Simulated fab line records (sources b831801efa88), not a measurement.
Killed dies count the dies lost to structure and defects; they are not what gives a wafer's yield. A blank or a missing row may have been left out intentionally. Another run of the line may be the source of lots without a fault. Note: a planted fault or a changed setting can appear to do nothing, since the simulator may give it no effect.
A struck lot beside a sound one | flow sky130 | 42 out of 708 route steps
Sound: these wafers, L173.3, L173.4, L173.6. Wafers struck: L183.2, L183.3, L183.4. The cause comes at the end.
For every step that has rows: the tool of each side, followed by ch and its chambers, followed by its first start. Under that, the readings that differ: sound wafers | struck wafers | difference of the means | sigmas: that difference in standard deviations of wafers without a fault.
alike: words and numbers the same on both sides, and readings whose means are apart by under 2 such deviations; not compared: readings that were withheld, readings missing a value for some wafer, numbers with overlapping values and no deviation given by the record, and bounds like >300 which may hide the same value.
Wherever a step has rows on one side only, a row that says differs or no value, or a row with sigmas, the two part there. Numbers that don't overlap but have no deviation are shown without sigmas and don't part them. Lack of a reading on every wafer of one side parts them only where that side has two or more wafers.

SKY_NWELL_RS_MEAS_29: a four-point-probe measurement.
  struck on film-metro-01, day 7 22:28; sound on film-metro-01, day 5 11:22
  alike: NWELL_RS
SKY_NWELL_RS_MEAS_31: a four-point-probe measurement.
  struck on film-metro-01, day 7 22:43; sound on film-metro-01, day 5 11:37
  alike: PWDE_RS
then, 7 steps without rows for these wafers: SKY_VT_ADJUST_HVTP_DEHYDRATE_00 (time 60 s); SKY_VT_ADJUST_HVTP_HMDS_01 (prime time 60 s); SKY_VT_ADJUST_HVTP_COAT_02 (resist thk 1147 nm); SKY_VT_ADJUST_HVTP_SOFTBAKE_03 (time 60 s); SKY_VT_ADJUST_HVTP_EXPOSE_04 (exposes mask HVTPM, target cd 380 nm); SKY_VT_ADJUST_HVTP_PEB_05; SKY_VT_ADJUST_HVTP_DEVELOP_06 (develop time 60 s).
SKY_VT_ADJUST_HVTP_CD_MEAS_07 targets a cd of 380 nm.
  struck on cd-sem-02, day 8 19:40; sound on cd-sem-01, day 6 04:55
  alike: cd-nm
SKY_VT_ADJUST_HVTP_OVL_MEAS_08:
  struck on overlay-01, day 8 19:46; sound on overlay-01, day 6 05:01
  alike: VT_ADJUST_HVTP_OVL
SKY_VT_ADJUST_HVTP_IMPLANT_09:
  sound on implanter-03 ch 0, day 6 05:05; struck on implanter-01 ch 0, day 8 19:49
SKY_VT_ADJUST_HVTP_STRIP_10: strips in O2/N2.
  sound on plasma-asher-04 ch 0,1, day 6 05:13; struck on plasma-asher-03 ch 0,1, day 8 19:56
  reading               | sound             | struck            | difference | sigmas
  oes-product-au (a.u.) | 0.714 0.710 0.717 | 0.723 0.725 0.720 | +0.009     | +2
  alike: drypump-motor-current-A, strip-time-to-endpoint-s
  not compared: rf-hours-counter-h
SKY_VT_ADJUST_HVTP_TW_MEAS_11:
  struck on film-metro-02, day 8 20:03; sound on film-metro-03, day 6 05:18
  reading           | sound          | struck         | difference | sigmas
  VT_ADJUST_HVTP_TW | 1328 1331 1325 | 1370 1364 1368 | +39        | +2
then, 7 steps without rows for these wafers: SKY_VT_ADJUST_LVTN_DEHYDRATE_00 (time 60 s); SKY_VT_ADJUST_LVTN_HMDS_01 (prime time 60 s); SKY_VT_ADJUST_LVTN_COAT_02 (resist thk 3000 nm); SKY_VT_ADJUST_LVTN_SOFTBAKE_03; SKY_VT_ADJUST_LVTN_EXPOSE_04 (exposes mask NWM COMPLEMENT LESS NATIVE, target cd 840 nm); SKY_VT_ADJUST_LVTN_PEB_05; SKY_VT_ADJUST_LVTN_DEVELOP_06 (develop time 62.75 s).
SKY_VT_ADJUST_LVTN_OVL_MEAS_07:
  struck on overlay-01, day 9 17:02; sound on overlay-01, day 6 22:42
  alike: VT_ADJUST_LVTN_OVL
next, for these wafers, 1 step has no rows: SKY_VT_ADJUST_LVTN_IMPLANT_08.
SKY_VT_ADJUST_LVTN_STRIP_09: strips in O2/N2.
  sound on plasma-asher-02 ch 0,1, day 6 22:54; struck on plasma-asher-02 ch 0,1, day 9 17:13
  alike: drypump-motor-current-A, oes-product-au, strip-time-to-endpoint-s
  not compared: rf-hours-counter-h
SKY_VT_ADJUST_LVTN_TW_MEAS_10:
  struck on film-metro-02, day 9 17:20; sound on film-metro-01, day 6 22:59
  alike: VT_ADJUST_LVTN_TW
then, 7 steps without rows for these wafers: SKY_VT_ADJUST_LVTN_DEHYDRATE_11 (time 60 s); SKY_VT_ADJUST_LVTN_HMDS_12 (prime time 60 s); SKY_VT_ADJUST_LVTN_COAT_13 (resist thk 1140 nm); SKY_VT_ADJUST_LVTN_SOFTBAKE_14 (time 60 s); SKY_VT_ADJUST_LVTN_EXPOSE_15 (exposes mask HVN STD DERIVED, target cd 600 nm); SKY_VT_ADJUST_LVTN_PEB_16; SKY_VT_ADJUST_LVTN_DEVELOP_17 (develop time 60 s).
SKY_VT_ADJUST_LVTN_OVL_MEAS_18:
  struck on overlay-02, day 10 16:08; sound on overlay-02, day 7 16:41
  alike: VT_ADJUST_LVTN_01_OVL
next, for these wafers, 1 step has no rows: SKY_VT_ADJUST_LVTN_IMPLANT_19.
SKY_VT_ADJUST_LVTN_STRIP_20: strips in O2/N2.
  sound on plasma-asher-02 ch 0,1, day 7 16:53; struck on plasma-asher-02 ch 0,1, day 10 16:19
  alike: drypump-motor-current-A, oes-product-au, strip-time-to-endpoint-s
  not compared: rf-hours-counter-h
SKY_VT_ADJUST_LVTN_TW_MEAS_21:
  struck on film-metro-04, day 10 16:25; sound on film-metro-01, day 7 16:59
  alike: VT_ADJUST_LVTN_2_TW
then, 5 steps without rows for these wafers: SKY_VT_ADJUST_NCORE_DEHYDRATE_00 (time 60 s); SKY_VT_ADJUST_NCORE_HMDS_01 (prime time 60 s); SKY_VT_ADJUST_NCORE_COAT_02 (resist thk 1140 nm); SKY_VT_ADJUST_NCORE_SOFTBAKE_03 (time 60 s); SKY_VT_ADJUST_NCORE_EXPOSE_04 (exposes mask LVTN COMPLEMENT THIN, target cd 380 nm).
-- here the record skips 38 days between the struck wafers' starts before and after, leaving off in module VT_ADJUST_NCORE and picking up in module PAD_OPEN (first step shown: number 708 of the route) --
SKY_PAD_OPEN_PROBE_99:
  struck on prober-02, day 48 13:01; sound on prober-02, day 45 15:20
  reading                                 | sound                     | struck              | difference | sigmas
  model.etest.tip-p.rs-ohm-sq-range       | 213.1 321 96.88           | 808.4 669.1 784.8   | +543.8     |
  model.etest.pfet_01v8.drive-ua-um-range | 6.007 9.248 6.302         | 28.84 27.8 28.07    | +21.05     |
  model.etest.pfet_01v8.vt-v-range        | 0.006478 0.01324 0.008831 | 0.1044 0.107 0.1033 | +0.0954    |
  alike: killed_at_M0_to_M3, killed_at_M4_up, killed-at-contacts, killed-at-front-end, killed-at-other, killed-dies, killed-open, killed-short

## WHERE THEY PART
Earliest at SKY_VT_ADJUST_HVTP_STRIP_10; latest, in this record, at SKY_VT_ADJUST_HVTP_TW_MEAS_11. Later steps at which nothing parts them and some readings are alike: SKY_VT_ADJUST_LVTN_OVL_MEAS_07, SKY_VT_ADJUST_LVTN_STRIP_09, SKY_VT_ADJUST_LVTN_TW_MEAS_10, SKY_VT_ADJUST_LVTN_OVL_MEAS_18, SKY_VT_ADJUST_LVTN_STRIP_20, SKY_VT_ADJUST_LVTN_TW_MEAS_21, SKY_PAD_OPEN_PROBE_99.

WHY: what the simulator had put in
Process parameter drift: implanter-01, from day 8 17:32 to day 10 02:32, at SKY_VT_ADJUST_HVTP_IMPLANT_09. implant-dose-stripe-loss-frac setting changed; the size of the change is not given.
